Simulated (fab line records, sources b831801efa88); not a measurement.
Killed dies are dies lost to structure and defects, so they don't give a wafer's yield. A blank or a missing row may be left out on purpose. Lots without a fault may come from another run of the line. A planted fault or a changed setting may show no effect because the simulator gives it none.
Which tool did it? | flow gf180mcu | 14 lots, 42 wafers sampled, at 2 steps of a route of 602

WHAT THE GAUGES READ, wafer by wafer
GF_MIM_THK_MEAS_06.
lot  | measured     | on            | MIM_CVD_05_THK (nm)
L394 | day 24 13:12 | film_metro-03 | 40.9 41.2 41.0
L395 | day 25 02:19 | film_metro-02 | 42.3 42.6 43.1
L396 | day 25 04:23 | film_metro-02 | 42.0 42.2 41.5
L402 | day 27 06:35 | film_metro-02 | 41.7 42.0 42.2
L403 | day 27 14:37 | film_metro-04 | 42.0 42.4 42.1
L408 | day 29 00:16 | film_metro-02 | 41.7 40.9 42.8
L409 | day 29 13:34 | film_metro-04 | 40.9 41.4 42.4
L411 | day 30 03:55 | film_metro-04 | 41.0 42.3 41.7
L412 | day 30 05:47 | film_metro-03 | 41.0 42.1 42.5
L413 | day 30 10:36 | film_metro-04 | 41.7 41.7 42.6
L414 | day 30 13:16 | film_metro-02 | 42.0 41.3 41.4
L415 | day 30 23:02 | film_metro-02 | 41.4 42.4 42.1
L416 | day 31 04:52 | film_metro-03 | 42.2 40.9 43.0
L417 | day 31 11:25 | film_metro-03 | 41.9 41.1 41.7

GF_V5_CD_MEAS_14: target cd 260 nm.
lot  | measured     | on        | cd_nm (nm)
L394 | day 27 05:55 | cd_sem-01 | 257.7 256.2 259.0
L395 | day 27 18:31 | cd_sem-01 | 260.3 260.9 261.0
L396 | day 27 21:10 | cd_sem-01 | 257.0 258.0 259.3
L402 | day 29 18:46 | cd_sem-02 | 258.8 260.2 259.2
L403 | day 30 02:27 | cd_sem-02 | 260.0 259.2 258.9
L408 | day 31 09:13 | cd_sem-02 | 259.6 260.3 260.4
L409 | day 31 20:41 | cd_sem-01 | 259.7 259.2 258.7
L411 | day 32 10:27 | cd_sem-02 | 262.0 261.5 260.2
L412 | day 32 11:07 | cd_sem-01 | 260.7 260.4 262.0
L413 | day 32 15:14 | cd_sem-01 | 259.8 259.6 261.7
L414 | day 32 18:51 | cd_sem-01 | 262.2 261.9 260.8
L415 | day 33 03:42 | cd_sem-01 | 260.0 259.8 260.4
L416 | day 33 08:51 | cd_sem-02 | 261.5 260.0 260.0
L417 | day 33 14:13 | cd_sem-01 | 263.6 263.5 262.2

WHICH TOOL RAN EACH LOT (tool, then ch and the chambers of the sampled wafers, then the start)
The record holds no process step before these readings.

WHAT THE TOOLS THEMSELVES READ (means of the sampled wafers that have a number; where no wafer has one, the mark that the record gives instead)
The record holds no such reading with a usual standard deviation.

THE ANSWER, worked out from the rows above alone
Rule: what is usual is taken from the lots themselves. Put in order of their means at a reading, lots are off if they are a third of the lots or fewer, leave a main group of 4 or more, and stand apart from it by a gap of 3 or more times the standard deviation of the main group's means; of several such gaps the widest counts. A main group whose means are all the same, to the digits that the tables above print for the reading, isn't used. A lot without any number at a reading at which 4 lots or more have one is off too. The other lots that the step has rows for count as sound. The gauges are gone through in route order, then the tools' own readings, and for those a lot's mean is taken as printed above. The first step at which some lot is off is used, and at that step the reading that is off furthest; a lot without a number counts as furthest.
No lot is off at any reading shown: from this, nothing can be told.

WHAT THE SIMULATOR HAD PUT IN
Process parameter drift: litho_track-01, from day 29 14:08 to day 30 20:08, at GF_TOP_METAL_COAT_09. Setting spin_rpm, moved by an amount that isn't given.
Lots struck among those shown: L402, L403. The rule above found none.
